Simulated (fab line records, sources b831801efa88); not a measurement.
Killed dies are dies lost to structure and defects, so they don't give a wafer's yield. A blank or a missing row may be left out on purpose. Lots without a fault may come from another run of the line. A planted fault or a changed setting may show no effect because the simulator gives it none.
fab line records | flow gf180mcu
record lots=5 wafers=15 last_day=34
route steps=602 shown CONTACT@287 M1@315
lots that met no fault: from a run of the same line without faults
start_h: hours from the record's first day to the start of the lot's first wafer shown | wait_h: hours since the lot's step before | " the same as in the row above | L1.1+2: a row that stands for several wafers | - no value, or no start given | * or withheld: withheld | < > ~ a bound
route shown NAME@n: a module of which the file shows steps, and the number in the route of the first | usual: mean/standard deviation of fault-free wafers | same: alike in all rows | chamber/n: place in a boat | sites: the reading at each site | _std_site: their standard deviation | _edge_site: outer sites' mean less inner sites' | radius_mm: how far each site lies from the wafer's centre | mask NAME#n: copy n | behind: the tool/chamber that last shaped the wafer | hold: why the lot was held/for how many hours/how that ended | device: the transistor (n, p or np) that didn't switch | end of line: the same wafers' tests at the end of the route | a step without rows: its recipe alone | killed: dies lost to structure and defects at the first sort, not the wafer's yield | map: a wafer's dies, x killed, . not, _ none there
set.NAME: the setting as run; set.NAME@STEP: as run at that earlier step | model.NAME: the simulator's own value behind a step, which no gauge read
lots at some steps of the route; a table a step, a row a wafer
services: from which hour (start_h, from the record's first day; less than 0 if before it) a tool's chamber was out of use, for how many hours, and why
## steps
# step GF_CONTACT_CVD_00
# recipe material=SiO2 target_thk_nm=300 sigma_open_frac=0.3 temp_c=400 time_s=50 sih4_flow_sccm=60 pressure_mtorr=6
# columns lot.wafer tool chamber start_h wait_h
L078.1+3+6 hdpcvd-01 2,1,0 372.24 0.1
L082.1+2+5 hdpcvd-01 0,2,1 412.00 0.1
L083.1+2+6 hdpcvd-02 1,2,0 420.89 0.1
L084.1+3+4 hdpcvd-02 1,0,0 434.51 0.1
L097.4+5+6 hdpcvd-01 2,2,1 541.44 0.1
# step GF_CONTACT_THK_MEAS_01
# recipe reads=SiO2_of_CONTACT_CVD_00
# usual CONTACT_CVD_00_THK=298.8/3
# columns lot.wafer tool chamber start_h wait_h CONTACT_CVD_00_THK[nm]
L078.1 film_metro-04 - 372.28 0.0 303.5
L078.3 " - " " 301.9
L078.6 " - " " 301.6
L082.1 film_metro-04 - 412.04 0.0 298.7
L082.2 " - " " 302.5
L082.5 " - " " 304.2
L083.1 film_metro-03 - 420.94 0.0 296.3
L083.2 " - " " 295.9
L083.6 " - " " 296.9
L084.1 film_metro-03 - 434.55 0.0 296.5
L084.3 " - " " 296.4
L084.4 " - " " 298.6
L097.4 film_metro-03 - 541.51 0.1 297.2
L097.5 " - " " 293.0
L097.6 " - " " 296.0
# step GF_CONTACT_CVD_02
# recipe material=SiO2 target_thk_nm=860 precursor=TEOS temp_c=400 time_s=95.992 rf_w=600
# usual heater_power_outer_w=431/67 heater_power_w=726/100
# columns lot.wafer tool chamber start_h wait_h heater_power_outer_w heater_power_w
L078.1 pecvd-01 2 372.34 0.1 400 724
L078.3 " 1 " " 394 733
L078.6 " 2 " " 429 758
L082.1 pecvd-04 2 412.10 0.1 368 540
L082.2 " 0 " " 517 812
L082.5 " 0 " " 389 642
L083.1 pecvd-02 2 421.00 0.1 390 629
L083.2 " 1 " " 505 885
L083.6 " 1 " " 384 709
L084.1 pecvd-02 1 434.61 0.1 411 731
L084.3 " 1 " " 464 784
L084.4 " 0 " " 451 783
L097.4 pecvd-02 0 541.58 0.1 401 714
L097.5 " 2 " " 446 724
L097.6 " 1 " " 505 854
# step GF_CONTACT_THK_MEAS_03
# recipe reads=SiO2_of_CONTACT_CVD_02
# usual CONTACT_CVD_02_THK=856/13
# columns lot.wafer tool chamber start_h wait_h CONTACT_CVD_02_THK[nm]
L078.1 film_metro-02 - 372.41 0.0 870
L078.3 " - " " 860
L078.6 " - " " 874
L082.1 film_metro-04 - 412.17 0.0 843
L082.2 " - " " 848
L082.5 " - " " 868
L083.1 film_metro-03 - 421.07 0.0 842
L083.2 " - " " 847
L083.6 " - " " 874
L084.1 film_metro-03 - 434.72 0.1 827
L084.3 " - " " 843
L084.4 " - " " 842
L097.4 film_metro-03 - 541.64 0.0 873
L097.5 " - " " 871
L097.6 " - " " 876
# step GF_CONTACT_CMP_04
# recipe material=SiO2 down_force_psi=4 platen_rpm=60 pad_velocity_m_s=0.94248
# usual edge_zone_pressure_frac=1.000/0.0046 motor_current_A=12.0/1.5 retaining_ring_pressure_frac=1.000/0.005 time_to_endpoint_s=110/6.4
# columns lot.wafer tool chamber start_h wait_h edge_zone_pressure_frac motor_current_A retaining_ring_pressure_frac time_to_endpoint_s
L078.3 cmp-02 3 372.52 0.1 1.007 12.5 1.005 113
L078.1 " 0 " " 1.001 13.5 1.002 123
L078.6 " 2 " " 0.998 11.4 0.999 123
L082.2 cmp-01 3 412.28 0.1 1.004 13.5 1.005 98
L082.1 " 0 " " 0.999 10.5 1.005 108
L082.5 " 2 " " 0.998 11.8 0.997 111
L083.2 cmp-01 0 421.13 0.0 1.007 10.3 1.002 105
L083.1 " 2 " " 1.000 12.1 1.000 106
L083.6 " 0 " " 1.004 10.2 1.006 114
L084.4 cmp-02 3 434.78 0.0 0.991 12.5 1.006 106
L084.3 " 0 " " 0.992 13.2 0.997 105
L084.1 " 1 " " 1.005 13.9 1.009 96
L097.4 cmp-01 3 541.67 0.0 1.002 13.4 1.000 111
L097.6 " 3 " " 0.999 13.1 1.005 106
L097.5 " 0 " " 1.008 10.0 0.991 117
# step GF_CONTACT_BOW_MEAS_05
# recipe mode=bow
# usual CONTACT_BOW=66/6.5
# columns lot.wafer tool chamber start_h wait_h CONTACT_BOW[um]
L078.1 film_metro-03 - 372.77 0.1 68
L078.3 " - " " 74
L078.6 " - " " 83
L082.1 film_metro-04 - 412.53 0.1 64
L082.2 " - " " 54
L082.5 " - " " 66
L083.1 film_metro-03 - 421.43 0.1 67
L083.2 " - " " 76
L083.6 " - " " 67
L084.1 film_metro-04 - 435.08 0.1 67
L084.3 " - " " 58
L084.4 " - " " 65
L097.4 film_metro-04 - 542.03 0.3 64
L097.5 " - " " 62
L097.6 " - " " 64
# step GF_CONTACT_DEHYDRATE_06
# recipe temp_c=200 time_s=60
# columns lot.wafer tool chamber start_h wait_h
L078.1+3+6 litho_track-04 0 383.75 11.0
L082.1+2+5 litho_track-02 0 423.62 11.1
L083.1+2+6 litho_track-02 0 433.47 12.0
L084.1+3+4 litho_track-04 0 446.00 10.9
L097.4+5+6 litho_track-03 0 552.53 10.5
# step GF_CONTACT_HMDS_07
# recipe prime_time_s=60 prime_temp_c=120
# columns lot.wafer tool chamber start_h wait_h
L078.1+3+6 litho_track-04 0 383.90 0.1
L082.1+2+5 litho_track-02 0 423.77 0.1
L083.1+2+6 litho_track-02 0 433.62 0.1
L084.1+3+4 litho_track-04 0 446.15 0.1
L097.4+5+6 litho_track-03 0 552.68 0.1
# step GF_CONTACT_COAT_08
# recipe resist=BARC temp_c=withheld time_s=withheld spin_rpm=withheld resist_thk_nm=withheld
# columns lot.wafer tool chamber start_h wait_h
L078.1+3+6 litho_track-04 0 384.05 0.1
L082.1+2+5 litho_track-02 0 423.92 0.1
L083.1+2+6 litho_track-02 0 433.77 0.1
L084.1+3+4 litho_track-04 0 446.30 0.1
L097.4+5+6 litho_track-03 0 552.83 0.1
# step GF_CONTACT_COAT_09
# recipe resist=KrF spin_rpm=withheld resist_thk_nm=1000
# columns lot.wafer tool chamber start_h wait_h
L078.1+3+6 litho_track-04 0 - -
L082.1+2+5 litho_track-02 0 - -
L083.1+2+6 litho_track-02 0 - -
L084.1+3+4 litho_track-04 0 - -
L097.4+5+6 litho_track-03 0 - -
# step GF_CONTACT_SOFTBAKE_10
# recipe temp_c=130 time_s=60 resist=KrF
# columns lot.wafer tool chamber start_h wait_h
L078.1+3+6 litho_track-04 0 - -
L082.1+2+5 litho_track-02 0 - -
L083.1+2+6 litho_track-02 0 - -
L084.1+3+4 litho_track-04 0 - -
L097.4+5+6 litho_track-03 0 - -
# step GF_CONTACT_EXPOSE_11
# recipe mask_id=Contact target_cd_nm=220 na=0.68 source_shape=conventional sigma_outer=0.6 dose_mj=38
# columns lot.wafer tool chamber start_h wait_h mask
L078.1+3+6 krf_scanner-02 0 - - Contact#0
L082.1+2+5 krf_scanner-02 0 - - Contact#0
L083.1+2+6 krf_scanner-02 0 - - Contact#0
L084.1+3+4 krf_scanner-01 0 - - Contact#0
L097.4+5+6 krf_scanner-02 0 - - Contact#0
# step GF_CONTACT_PEB_12
# recipe peb_temp_c=135 peb_time_s=90 resist=KrF
# columns lot.wafer tool chamber start_h wait_h
L078.1+3+6 litho_track-03 0 - -
L082.1+2+5 litho_track-02 0 - -
L083.1+2+6 litho_track-03 0 - -
L084.1+3+4 litho_track-04 0 - -
L097.4+5+6 litho_track-04 0 - -
# step GF_CONTACT_DEVELOP_13
# recipe develop_time_s=60 resist=KrF dev_temp_c=21
# same develop_time_s=60
# columns lot.wafer tool chamber start_h wait_h
L078.1+3+6 litho_track-03 0 395.01 0.2
L082.1+2+5 litho_track-02 0 437.02 0.2
L083.1+2+6 litho_track-03 0 445.26 0.2
L084.1+3+4 litho_track-04 0 459.40 0.2
L097.4+5+6 litho_track-04 0 564.57 0.1
# step GF_CONTACT_CD_MEAS_14
# recipe target_cd_nm=220
# usual cd_nm=219.8/1.5
# columns lot.wafer tool chamber start_h wait_h cd_nm
L078.1 cd_sem-02 - 395.16 0.1 217.5
L078.3 " - " " 218.2
L078.6 " - " " 217.2
L082.1 cd_sem-02 - 437.17 0.1 219.1
L082.2 " - " " 220.3
L082.5 " - " " 218.7
L083.1 cd_sem-02 - 445.41 0.1 218.9
L083.2 " - " " 219.3
L083.6 " - " " 220.0
L084.1 cd_sem-02 - 459.55 0.1 220.0
L084.3 " - " " 219.5
L084.4 " - " " 220.2
L097.4 cd_sem-01 - 564.71 0.1 220.0
L097.5 " - " " 220.3
L097.6 " - " " 220.5
# step GF_CONTACT_OVL_MEAS_15
# usual CONTACT_OVL=2/5.5
# columns lot.wafer tool chamber start_h wait_h CONTACT_OVL[nm]
L078.1 overlay-01 - 395.28 0.1 -1
L078.3 " - " " -2
L078.6 " - " " -4
L082.1 overlay-01 - 437.29 0.1 9
L082.2 " - " " 13
L082.5 " - " " 15
L083.1 overlay-01 - 445.53 0.1 4
L083.2 " - " " 6
L083.6 " - " " 3
L084.1 overlay-01 - 459.67 0.1 -1
L084.3 " - " " 6
L084.4 " - " " 0
L097.4 overlay-01 - 564.79 0.1 5
L097.5 " - " " -1
L097.6 " - " " 3
# step GF_CONTACT_ETCH_16
# recipe chemistry=N2/H2 target_depth_a=withheld overetch_a=withheld time_s=withheld target=BARC ion_energy_ev=200 source_w=500 bias_w=100 pressure_mtorr=30 n2_flow_sccm=100 h2_flow_sccm=200
# usual drypump_motor_current_A=6.0/0.51 oes_product_au=0.855/0.0044 throttle_valve_pct=13.224/0.009
# columns lot.wafer tool chamber start_h wait_h drypump_motor_current_A oes_product_au throttle_valve_pct
L078.1 rie_diel-04 2 395.31 0.0 6.7 0.852 13.223
L078.3 " 1 " " 6.0 0.856 13.214
L078.6 " 2 " " 6.7 0.852 13.234
L082.1 rie_diel-01 0 437.32 0.0 6.3 0.851 13.212
L082.2 " 3 " " 5.5 0.864 13.215
L082.5 " 3 " " 5.6 0.856 13.221
L083.1 rie_diel-01 3 445.56 0.0 5.6 0.853 13.216
L083.2 " 0 " " 6.2 0.857 13.214
L083.6 " 2 " " 6.0 0.857 13.227
L084.1 rie_diel-01 3 459.71 0.0 5.5 0.852 13.227
L084.3 " 2 " " 6.0 0.852 13.227
L084.4 " 0 " " 6.3 0.851 13.220
L097.4 rie_diel-01 0 564.80 0.0 6.3 0.848 13.231
L097.5 " 1 " " 6.8 0.847 13.216
L097.6 " 0 " " 6.2 0.861 13.218
# step GF_CONTACT_ETCH_17
# recipe chemistry=C4F8/O2/Ar mask_material=KrF target=SiO2 stop_on=CoSi2 source_w=1500 bias_w=1200 pressure_mtorr=40 c4f8_flow_sccm=withheld O2_flow_sccm=6 Ar_flow_sccm=300 time_s=withheld target_depth_a=8600
# usual oes_product_au=0.814/0.0048
# columns lot.wafer tool chamber start_h wait_h oes_product_au
L078.1 rie_diel-04 2 - - 0.815
L078.3 " 1 " " 0.812
L078.6 " 2 " " 0.817
L082.1 rie_diel-01 0 - - 0.818
L082.2 " 3 " " 0.811
L082.5 " 3 " " 0.815
L083.1 rie_diel-01 3 - - 0.803
L083.2 " 0 " " 0.816
L083.6 " 2 " " 0.800
L084.1 rie_diel-01 3 - - 0.811
L084.3 " 2 " " 0.804
L084.4 " 0 " " 0.815
L097.4 rie_diel-01 0 - - 0.821
L097.5 " 1 " " 0.813
L097.6 " 0 " " 0.810
# step GF_CONTACT_STRIP_18
# recipe chemistry=O2/N2 power_w=1400 pressure_mtorr=1500 platen_temp_c=250 o2_flow_sccm=3000 n2_flow_sccm=300 overash_fraction=0.5
# usual drypump_motor_current_A=6.1/0.31 heater_power_w=337/29 oes_product_au=0.580/0.0047
# columns lot.wafer tool chamber start_h wait_h drypump_motor_current_A heater_power_w oes_product_au rf_hours_counter_h
L078.1 plasma_asher-03 1 395.48 - 6.2 392 0.582 73
L078.3 " 1 " " 6.2 386 0.583 -
L078.6 " 1 " " 6.2 391 0.582 -
L082.1 plasma_asher-02 1 437.49 - 5.8 322 0.582 36
L082.2 " 0 " " 6.1 343 0.579 36
L082.5 " 0 " " 6.1 345 0.586 -
L083.1 plasma_asher-02 0 445.72 - 6.1 335 0.576 37
L083.2 " 1 " " 5.8 323 0.583 37
L083.6 " 1 " " 5.8 316 0.579 -
L084.1 plasma_asher-02 0 459.87 - 6.1 347 0.575 38
L084.3 " 0 " " 6.1 345 0.580 -
L084.4 " 1 " " 5.8 328 0.582 -
L097.4 plasma_asher-03 1 565.00 - 6.2 384 0.582 -
L097.5 " 1 " " 6.2 377 0.578 -
L097.6 " 0 " " 6.3 333 0.580 -
# step GF_CONTACT_CLEAN_19
# recipe chemistry=SPM
# columns lot.wafer tool chamber start_h wait_h
L078.1+3+6 wet_bench-03 1 395.58 0.1
L082.1+2+5 wet_bench-03 1 437.59 0.1
L083.1+2+6 wet_bench-03 1 445.82 0.1
L084.1+3+4 wet_bench-01 2 459.97 0.1
L097.4+5+6 wet_bench-02 3 565.07 0.0
# step GF_CONTACT_CLEAN_20
# recipe chemistry=DIW
# columns lot.wafer tool chamber start_h wait_h
L078.1+3+6 wet_bench-02 3 395.68 0.0
L082.1+2+5 wet_bench-02 0 437.68 0.0
L083.1+2+6 wet_bench-01 2 446.01 0.0
L084.1+3+4 wet_bench-03 0 460.06 0.0
L097.4+5+6 wet_bench-03 2 565.16 0.0
# step GF_CONTACT_CLEAN_21
# recipe chemistry=dHF time_s=20 dilution=100:1 dry=ipa_marangoni
# columns lot.wafer tool chamber start_h wait_h
L078.1+3+6 wet_bench-01 3 395.78 0.0
L082.1+2+5 wet_bench-01 1 437.77 0.0
L083.1+2+6 wet_bench-02 0 446.10 0.0
L084.1+3+4 wet_bench-01 3 460.15 0.0
L097.4+5+6 wet_bench-02 0 565.25 0.0
# step GF_CONTACT_SPUTTER_22
# recipe material=Ti target_thk_nm=15 chamber_pressure_pa=5 power_w=2500 substrate_temp_c=200 time_s=80.02
# usual throttle_valve_pct=30.6/0.82
# columns lot.wafer tool chamber start_h wait_h throttle_valve_pct
L078.1 pvd_sputter-03 - 395.79 0.0 29.3
L078.3 " - " " 30.5
L078.6 " - " " 30.3
L082.1 pvd_sputter-03 - 437.78 0.0 29.4
L082.2 " - " " 31.7
L082.5 " - " " 29.6
L083.1 pvd_sputter-04 - 446.11 0.0 31.4
L083.2 " - " " 29.8
L083.6 " - " " 32.3
L084.1 pvd_sputter-03 - 460.17 0.0 31.4
L084.3 " - " " 31.6
L084.4 " - " " 30.3
L097.4 pvd_sputter-04 - 565.26 0.0 30.7
L097.5 " - " " 32.0
L097.6 " - " " 31.4
# step GF_CONTACT_SPUTTER_23
# recipe material=TiN target_thk_nm=10 chamber_pressure_pa=5 power_w=4000 time_s=40
# usual throttle_valve_pct=30.6/0.85
# columns lot.wafer tool chamber start_h wait_h throttle_valve_pct
L078.1 pvd_sputter-03 - 395.85 0.0 29.5
L078.3 " - " " 30.2
L078.6 " - " " 30.3
L082.1 pvd_sputter-03 - 437.85 0.0 29.6
L082.2 " - " " 31.6
L082.5 " - " " 29.5
L083.1 pvd_sputter-04 - 446.17 0.0 30.8
L083.2 " - " " 29.6
L083.6 " - " " 32.2
L084.1 pvd_sputter-03 - 460.23 0.0 31.4
L084.3 " - " " 31.9
L084.4 " - " " 30.3
L097.4 pvd_sputter-04 - 565.33 0.0 30.8
L097.5 " - " " 32.0
L097.6 " - " " 31.2
# step GF_CONTACT_CVD_24
# recipe material=W target_thk_nm=300 time_s=90.339 temp_c=400 pressure_torr=40
# usual heater_power_outer_w=452/68 heater_power_w=751/110
# columns lot.wafer tool chamber start_h wait_h heater_power_outer_w heater_power_w
L078.1 cvd_w-01 1 395.89 0.0 403 703
L078.3 " 0 " " 536 852
L078.6 " 1 " " 381 698
L082.1 cvd_w-01 0 437.90 0.0 544 832
L082.2 " 1 " " 393 697
L082.5 " 1 " " 395 706
L083.1 cvd_w-02 0 446.21 0.0 479 860
L083.2 " 1 " " 368 574
L083.6 " 0 " " 490 851
L084.1 cvd_w-01 0 460.27 0.0 533 826
L084.3 " 1 " " 403 688
L084.4 " 0 " " 522 840
L097.4 cvd_w-01 1 565.40 0.1 396 690
L097.5 " 1 " " 402 708
L097.6 " 0 " " 550 847
# step GF_CONTACT_RS_MEAS_25
# recipe thk_meas_gauge=four-point-probe reads=W_of_CONTACT_CVD_24+TiN_of_CONTACT_SPUTTER_23+Ti_of_CONTACT_SPUTTER_22
# usual CONTACT_W_RS=0.383/0.0048
# columns lot.wafer tool chamber start_h wait_h CONTACT_W_RS[ohm/sq]
L078.1 film_metro-03 - 395.99 0.1 0.386
L078.3 " - " " 0.392
L078.6 " - " " 0.386
L082.1 film_metro-04 - 438.00 0.1 0.383
L082.2 " - " " 0.385
L082.5 " - " " 0.383
L083.1 film_metro-04 - 446.31 0.1 0.372
L083.2 " - " " 0.379
L083.6 " - " " 0.375
L084.1 film_metro-04 - 460.37 0.1 0.380
L084.3 " - " " 0.378
L084.4 " - " " 0.383
L097.4 film_metro-03 - 565.53 0.1 0.380
L097.5 " - " " 0.379
L097.6 " - " " 0.386
# step GF_CONTACT_THK_MEAS_26
# recipe thk_meas_gauge=xrf reads=W_of_CONTACT_CVD_24
# usual CONTACT_W_THK=310/4.3
# columns lot.wafer tool chamber start_h wait_h CONTACT_W_THK[nm]
L078.1 film_metro-03 - 396.11 0.1 307
L078.3 " - " " 304
L078.6 " - " " 308
L082.1 film_metro-04 - 438.12 0.1 309
L082.2 " - " " 307
L082.5 " - " " 309
L083.1 film_metro-04 - 446.43 0.1 318
L083.2 " - " " 314
L083.6 " - " " 313
L084.1 film_metro-04 - 460.49 0.1 313
L084.3 " - " " 316
L084.4 " - " " 312
L097.4 film_metro-03 - 565.62 0.1 310
L097.5 " - " " 313
L097.6 " - " " 304
# step GF_CONTACT_CMP_27
# recipe stop_on=SiO2 down_force_psi=3.5 platen_rpm=60 t_overpolish_s=15 target_thk_nm=0 pad_velocity_m_s=0.94248
# usual edge_zone_pressure_frac=1.000/0.0046 motor_current_A=11.2/1.3 overpolish_run_s=15.000/0.0088 retaining_ring_pressure_frac=1.000/0.0049 time_to_endpoint_s=74/3.7
# columns lot.wafer tool chamber start_h wait_h edge_zone_pressure_frac motor_current_A overpolish_run_s retaining_ring_pressure_frac time_to_endpoint_s
L078.3 cmp-02 3 396.17 0.0 0.999 11.2 15.011 1.000 72
L078.1 " 2 " " 0.995 10.2 15.014 1.001 76
L078.6 " 3 " " 0.999 11.2 14.982 1.001 74
L082.2 cmp-01 0 438.23 0.1 1.003 9.8 15.001 1.000 70
L082.1 " 1 " " 1.003 9.4 15.005 0.999 73
L082.5 " 3 " " 0.997 12.8 14.994 1.004 68
L083.1 cmp-02 2 446.54 0.1 0.999 9.9 15.016 0.997 76
L083.2 " 0 " " 0.994 12.1 15.007 0.993 74
L083.6 " 2 " " 1.000 10.5 15.000 0.997 73
L084.1 cmp-01 1 460.55 0.1 1.009 8.8 15.004 1.003 75
L084.3 " 2 " " 0.998 11.4 15.005 1.008 77
L084.4 " 0 " " 0.997 9.6 15.006 0.999 77
L097.4 cmp-02 1 565.70 0.1 1.005 12.5 14.999 0.996 74
L097.6 " 0 " " 0.998 12.5 14.996 1.004 73
L097.5 " 1 " " 0.991 12.6 15.000 1.000 73
# step GF_M1_SPUTTER_00
# recipe material=Ti target_thk_nm=37.5 arriving_ion_energy_ev=80 substrate_temp_c=200 chamber_pressure_pa=2 power_w=4000 time_s=150
# usual throttle_valve_pct=30.5/1
# columns lot.wafer tool chamber start_h wait_h throttle_valve_pct
L078.1 pvd_sputter-01 - 396.47 0.1 29.3
L078.3 " - " " 30.3
L078.6 " - " " 30.6
L082.1 pvd_sputter-04 - 438.48 0.1 31.0
L082.2 " - " " 31.4
L082.5 " - " " 32.2
L083.1 pvd_sputter-01 - 446.79 0.2 30.4
L083.2 " - " " 29.6
L083.6 " - " " 29.5
L084.1 pvd_sputter-02 - 460.85 0.2 31.1
L084.3 " - " " 30.9
L084.4 " - " " 27.7
L097.4 pvd_sputter-01 - 565.95 0.2 30.5
L097.5 " - " " 30.4
L097.6 " - " " 30.7
# step GF_M1_SPUTTER_01
# recipe material=TiN target_thk_nm=30 power_w=6500 time_s=25 chamber_pressure_pa=0.4
# usual throttle_valve_pct=30.5/1.1
# columns lot.wafer tool chamber start_h wait_h throttle_valve_pct
L078.1 pvd_sputter-01 - 396.57 0.1 29.5
L078.3 " - " " 30.5
L078.6 " - " " 30.6
L082.1 pvd_sputter-04 - 438.58 0.1 31.1
L082.2 " - " " 31.5
L082.5 " - " " 32.1
L083.1 pvd_sputter-01 - 446.89 0.1 30.4
L083.2 " - " " 29.6
L083.6 " - " " 29.5
L084.1 pvd_sputter-02 - 460.95 0.1 31.0
L084.3 " - " " 30.9
L084.4 " - " " 27.7
L097.4 pvd_sputter-01 - 566.05 0.1 30.7
L097.5 " - " " 30.5
L097.6 " - " " 30.7
# step GF_M1_SPUTTER_02
# recipe material=AlCu target_thk_nm=450 power_w=10600 time_s=23.9 chamber_pressure_pa=0.4
# usual throttle_valve_pct=30.5/1.1
# columns lot.wafer tool chamber start_h wait_h throttle_valve_pct
L078.1 pvd_sputter-01 - 396.60 0.0 29.7
L078.3 " - " " 30.7
L078.6 " - " " 30.8
L082.1 pvd_sputter-04 - 438.61 0.0 30.6
L082.2 " - " " 31.3
L082.5 " - " " 32.0
L083.1 pvd_sputter-01 - 446.92 0.0 30.6
L083.2 " - " " 29.9
L083.6 " - " " 29.6
L084.1 pvd_sputter-02 - 460.98 0.0 31.0
L084.3 " - " " 31.1
L084.4 " - " " 27.6
L097.4 pvd_sputter-01 - 566.08 0.0 30.8
L097.5 " - " " 30.3
L097.6 " - " " 30.3
# step GF_M1_SPUTTER_03
# recipe material=Ti target_thk_nm=10 substrate_temp_c=300 chamber_pressure_pa=0.3 power_w=3000 time_s=6.7
# usual throttle_valve_pct=30.5/1
# columns lot.wafer tool chamber start_h wait_h throttle_valve_pct
L078.1 pvd_sputter-01 - 396.63 0.0 29.4
L078.3 " - " " 31.0
L078.6 " - " " 30.6
L082.1 pvd_sputter-04 - 438.64 0.0 31.0
L082.2 " - " " 31.7
L082.5 " - " " 32.2
L083.1 pvd_sputter-01 - 446.95 0.0 30.7
L083.2 " - " " 29.6
L083.6 " - " " 29.7
L084.1 pvd_sputter-02 - 461.01 0.0 30.8
L084.3 " - " " 30.9
L084.4 " - " " 27.8
L097.4 pvd_sputter-01 - 566.11 0.0 30.7
L097.5 " - " " 30.7
L097.6 " - " " 30.6
# step GF_M1_SPUTTER_04
# recipe material=TiN target_thk_nm=50 power_w=6500 time_s=41.7 chamber_pressure_pa=0.4
# usual throttle_valve_pct=30.5/1.1
# columns lot.wafer tool chamber start_h wait_h throttle_valve_pct
L078.1 pvd_sputter-01 - 396.65 0.0 29.7
L078.3 " - " " 30.5
L078.6 " - " " 30.7
L082.1 pvd_sputter-04 - 438.66 0.0 30.8
L082.2 " - " " 31.5
L082.5 " - " " 32.2
L083.1 pvd_sputter-01 - 446.97 0.0 30.6
L083.2 " - " " 29.7
L083.6 " - " " 29.6
L084.1 pvd_sputter-02 - 461.03 0.0 31.0
L084.3 " - " " 31.0
L084.4 " - " " 27.4
L097.4 pvd_sputter-01 - 566.13 0.0 30.5
L097.5 " - " " 30.5
L097.6 " - " " 30.8
# step GF_M1_RS_MEAS_05
# recipe thk_meas_gauge=four-point-probe reads=TiN_of_M1_SPUTTER_04+Ti_of_M1_SPUTTER_03+AlCu_of_M1_SPUTTER_02+TiN_of_M1_SPUTTER_01+Ti_of_M1_SPUTTER_00
# usual M1_ALCU_RS=0.0702/0.00085
# columns lot.wafer tool chamber start_h wait_h M1_ALCU_RS[ohm/sq]
L078.1 film_metro-01 - 396.69 0.0 0.0705
L078.3 " - " " 0.0705
L078.6 " - " " 0.0706
L082.1 film_metro-01 - 438.70 0.0 0.0701
L082.2 " - " " 0.0694
L082.5 " - " " 0.0694
L083.1 film_metro-01 - 447.01 0.0 0.0710
L083.2 " - " " 0.0701
L083.6 " - " " 0.0706
L084.1 film_metro-01 - 461.07 0.0 0.0706
L084.3 " - " " 0.0705
L084.4 " - " " 0.0702
L097.4 film_metro-02 - 566.27 0.1 0.0689
L097.5 " - " " 0.0684
L097.6 " - " " 0.0695
# step GF_M1_THK_MEAS_06
# recipe thk_meas_gauge=xrf reads=AlCu_of_M1_SPUTTER_02
# usual M1_ALCU_THK=443/5.5
# columns lot.wafer tool chamber start_h wait_h M1_ALCU_THK[nm]
L078.1 film_metro-01 - 396.81 0.1 445
L078.3 " - " " 447
L078.6 " - " " 445
L082.1 film_metro-01 - 438.82 0.1 445
L082.2 " - " " 451
L082.5 " - " " 449
L083.1 film_metro-01 - 447.13 0.1 441
L083.2 " - " " 445
L083.6 " - " " 444
L084.1 film_metro-01 - 461.19 0.1 445
L084.3 " - " " 445
L084.4 " - " " 446
L097.4 film_metro-02 - 566.36 0.1 447
L097.5 " - " " 453
L097.6 " - " " 444
# step GF_M1_DEHYDRATE_07
# recipe temp_c=200 time_s=60
# columns lot.wafer tool chamber start_h wait_h
L078.1+3+6 litho_track-03 0 408.46 11.6
L082.1+2+5 litho_track-04 0 450.20 11.4
L083.1+2+6 litho_track-03 0 459.46 12.3
L084.1+3+4 litho_track-01 0 471.77 10.6
L097.4+5+6 litho_track-04 0 576.17 9.8
# step GF_M1_HMDS_08
# recipe prime_time_s=60 prime_temp_c=120
# columns lot.wafer tool chamber start_h wait_h
L078.1+3+6 litho_track-03 0 408.61 0.1
L082.1+2+5 litho_track-04 0 450.35 0.1
L083.1+2+6 litho_track-03 0 459.61 0.1
L084.1+3+4 litho_track-01 0 471.92 0.1
L097.4+5+6 litho_track-04 0 576.32 0.1
# step GF_M1_COAT_09
# recipe resist=KrF spin_rpm=withheld resist_thk_nm=1000
# columns lot.wafer tool chamber start_h wait_h
L078.1+3+6 litho_track-03 0 408.76 0.1
L082.1+2+5 litho_track-04 0 450.50 0.1
L083.1+2+6 litho_track-03 0 459.76 0.1
L084.1+3+4 litho_track-01 0 472.07 0.1
L097.4+5+6 litho_track-04 0 576.47 0.1
# step GF_M1_SOFTBAKE_10
# recipe temp_c=130 time_s=60 resist=KrF
# columns lot.wafer tool chamber start_h wait_h
L078.1+3+6 litho_track-03 0 408.91 0.1
L082.1+2+5 litho_track-04 0 450.65 0.1
L083.1+2+6 litho_track-03 0 459.91 0.1
L084.1+3+4 litho_track-01 0 472.22 0.1
L097.4+5+6 litho_track-04 0 576.62 0.1
# step GF_M1_EXPOSE_11
# recipe mask_id=Metal1 target_cd_nm=230 na=0.68 source_shape=conventional sigma_outer=0.6 dose_mj=28
# columns lot.wafer tool chamber start_h wait_h mask
L078.1+3+6 krf_scanner-02 0 - - Metal1#0
L082.1+2+5 krf_scanner-01 0 - - Metal1#0
L083.1+2+6 krf_scanner-01 0 - - Metal1#0
L084.1+3+4 krf_scanner-02 0 - - Metal1#0
L097.4+5+6 krf_scanner-01 0 - - Metal1#0
# step GF_M1_PEB_12
# recipe peb_temp_c=135 peb_time_s=90 resist=KrF
# columns lot.wafer tool chamber start_h wait_h
L078.1+3+6 litho_track-03 0 - -
L082.1+2+5 litho_track-01 0 - -
L083.1+2+6 litho_track-01 0 - -
L084.1+3+4 litho_track-03 0 - -
L097.4+5+6 litho_track-04 0 - -
# step GF_M1_DEVELOP_13
# recipe develop_time_s=60 dev_temp_c=21
# same develop_time_s=60
# columns lot.wafer tool chamber start_h wait_h
L078.1+3+6 litho_track-03 0 420.11 0.2
L082.1+2+5 litho_track-01 0 462.97 0.2
L083.1+2+6 litho_track-01 0 471.27 0.2
L084.1+3+4 litho_track-03 0 484.81 0.2
L097.4+5+6 litho_track-04 0 587.87 0.1
## services
# columns tool chamber start_h hours kind
rie_diel-01 3 348.93 6.5 repair
pvd_sputter-04 - 352.52 1.4 repair
rie_diel-01 - 372.30 2.8 pm
rie_diel-01 1 387.31 4.7 repair
krf_scanner-02 - 389.04 1.3 pm
krf_scanner-02 - 390.34 0.8 pm
pvd_sputter-03 - 390.59 1.4 repair
krf_scanner-02 - 409.81 3.6 pm
krf_scanner-02 - 428.34 1.4 repair
rie_diel-01 0 448.95 1.8 repair
krf_scanner-02 - 479.70 1.0 pm
krf_scanner-02 - 484.34 2.1 repair
pvd_sputter-01 - 492.64 5.8 repair
pvd_sputter-04 - 510.34 4.3 repair
krf_scanner-02 - 531.39 1.9 repair
krf_scanner-02 - 532.84 0.6 repair
pvd_sputter-03 - 543.36 1.7 repair
pvd_sputter-03 - 547.14 5.5 repair
pvd_sputter-03 - 547.66 89.9 repair
krf_scanner-02 - 558.29 0.8 pm
krf_scanner-02 - 564.94 1.3 pm
rie_diel-01 - 571.05 1.1 repair
pvd_sputter-01 - 571.10 2.4 repair
krf_scanner-02 - 571.24 4.4 pm
## key
fault none
